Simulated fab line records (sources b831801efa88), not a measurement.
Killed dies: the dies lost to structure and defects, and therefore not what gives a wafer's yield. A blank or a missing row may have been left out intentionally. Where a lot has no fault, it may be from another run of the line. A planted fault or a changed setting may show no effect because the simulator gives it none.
Comparing a struck lot with a sound one + flow sky130 + 18 steps out of a route of 708
Sound: these wafers, L599.1, L599.2, L599.3. The struck wafers were L605.1, L605.2, L605.3. The cause is named last.
For every step that has rows: the tool of each side, followed by ch and its chambers, followed by its first start. Under that, the readings that differ: sound wafers + struck wafers + difference of the means + sigmas: that difference in standard deviations of wafers without a fault.
alike: readings whose means differ by less than 2 such deviations, and words and numbers that are the same on both sides. not compared: withheld readings, readings that some wafer has no value for, bounds like >300 that may hide the same value, and numbers for which the record gives no deviation and whose values overlap.
The two part at a step that has a row with sigmas, a row that says differs or no value, or rows on one side only. When numbers do not overlap yet have no deviation, they are printed without sigmas and do not part them. A reading missing from all wafers of one side parts the sides only when that side holds two or more wafers.

first, 1 step without rows for these wafers: SKY_VIA4_ETCH_12 (etches SiO2 in C4F8/O2/Ar, stops on TiN, target depth 580 nm).
SKY_VIA4_STRIP_13: strips in O2/N2.
  sound on plasma-asher-04 ch 0,1, day 44 03:03; struck on plasma-asher-02 ch 0,1, day 45 17:27
  alike: drypump-motor-current-A, oes-product-au, strip-time-to-endpoint-s
  not compared: rf-hours-counter-h
then, 4 steps without rows for these wafers: SKY_VIA4_STRIP_14 (strips in post etch residue remover, time 1200 s); SKY_VIA4_CLEAN_15 (cleans in IPA, time 180 s); SKY_VIA4_CLEAN_16 (cleans in O3/DIW); SKY_VIA4_SPUTTER_17 (material TiN, target thk 20 nm, time 80 s).
SKY_VIA4_CVD_18: deposits W, target thk 505 nm, time 152.14 s.
  sound on cvd-w-01 ch 0,1, day 44 03:43; struck on cvd-w-02 ch 0,1, day 45 18:06
  alike: chamber-pressure-Torr, heater-power-w
SKY_VIA4_RS_MEAS_19: measurement is done with a four-point probe.
  sound: film-metro-02 at day 44 03:52; struck: film-metro-04 at day 45 18:15
  alike: VIA4_W_RS
SKY_VIA4_THK_MEAS_20: measures by xrf.
  sound: film-metro-02 at day 44 03:59; struck: film-metro-04 at day 45 18:22
  alike: VIA4_W_THK
SKY_VIA4_CMP_21: polishes, stops on SiO2, t overpolish 25 s, target thk 0 nm.
  sound on cmp-01 ch 0,1,2, day 44 04:02; struck on cmp-02 ch 0,1,3, day 45 18:26
  alike: edge-zone-pressure-frac, motor-current-A, overpolish-run-s, time-to-endpoint-s
SKY_METAL5_SPUTTER_00: material Ti, target thk 15 nm, time 10 s.
  sound: pvd-sputter-02 at day 44 04:20; struck: pvd-sputter-03 at day 45 18:44
  alike: cathode-dc-power-W, chamber-pressure-pa, throttle-valve-pct
then, 1 step without rows for these wafers: SKY_METAL5_SPUTTER_01 (material TiN, target thk 20 nm, time 16.7 s).
SKY_METAL5_SPUTTER_02: material AlCu, target thk 1150 nm, time 61.2 s.
  sound: pvd-sputter-02 at day 44 04:23; struck: pvd-sputter-03 at day 45 18:47
  no value came back on the struck wafers for cathode-dc-power-W (W), chamber-pressure-pa (Pa), throttle-valve-pct (%); on the sound wafers cathode-dc-power-W (W) reads 10600 10603 10603
then, 1 step without rows for these wafers: SKY_METAL5_SPUTTER_03 (material Ti, target thk 5 nm, time 3.3 s).
SKY_METAL5_SPUTTER_04: material TiN, target thk 70 nm, time 58.3 s.
  sound: pvd-sputter-02 at day 44 04:28; struck: pvd-sputter-03 at day 45 18:51
  alike: cathode-dc-power-W, chamber-pressure-pa, throttle-valve-pct
SKY_METAL5_RS_MEAS_05: measurement is done with a four-point probe.
  sound: film-metro-02 at day 44 04:31; struck: film-metro-02 at day 45 18:54
| reading                 | sound                   | struck               | difference | sigmas      |
|-------------------------|-------------------------|----------------------|------------|-------------|
| METAL5_ALCU_RS (ohm/sq) | 0.02688 0.02717 0.02679 | 8.5374 8.6475 8.6142 | +8.5728    | +99 or more |
SKY_METAL5_THK_MEAS_06: measures by xrf.
  sound: film-metro-02 at day 44 04:38; struck: film-metro-02 at day 45 19:01
| reading              | sound          | struck   | difference | sigmas |
|----------------------|----------------|----------|------------|--------|
| METAL5_ALCU_THK (nm) | 1151 1142 1163 | <0 <0 <0 | differs    |        |
then, 1 step without rows for these wafers: SKY_METAL5_DEHYDRATE_07 (time 60 s).

## WHERE THEY PART
Last at SKY_METAL5_THK_MEAS_06 as far as this record goes, first at SKY_METAL5_SPUTTER_02.

WHY: whatever the simulator had introduced
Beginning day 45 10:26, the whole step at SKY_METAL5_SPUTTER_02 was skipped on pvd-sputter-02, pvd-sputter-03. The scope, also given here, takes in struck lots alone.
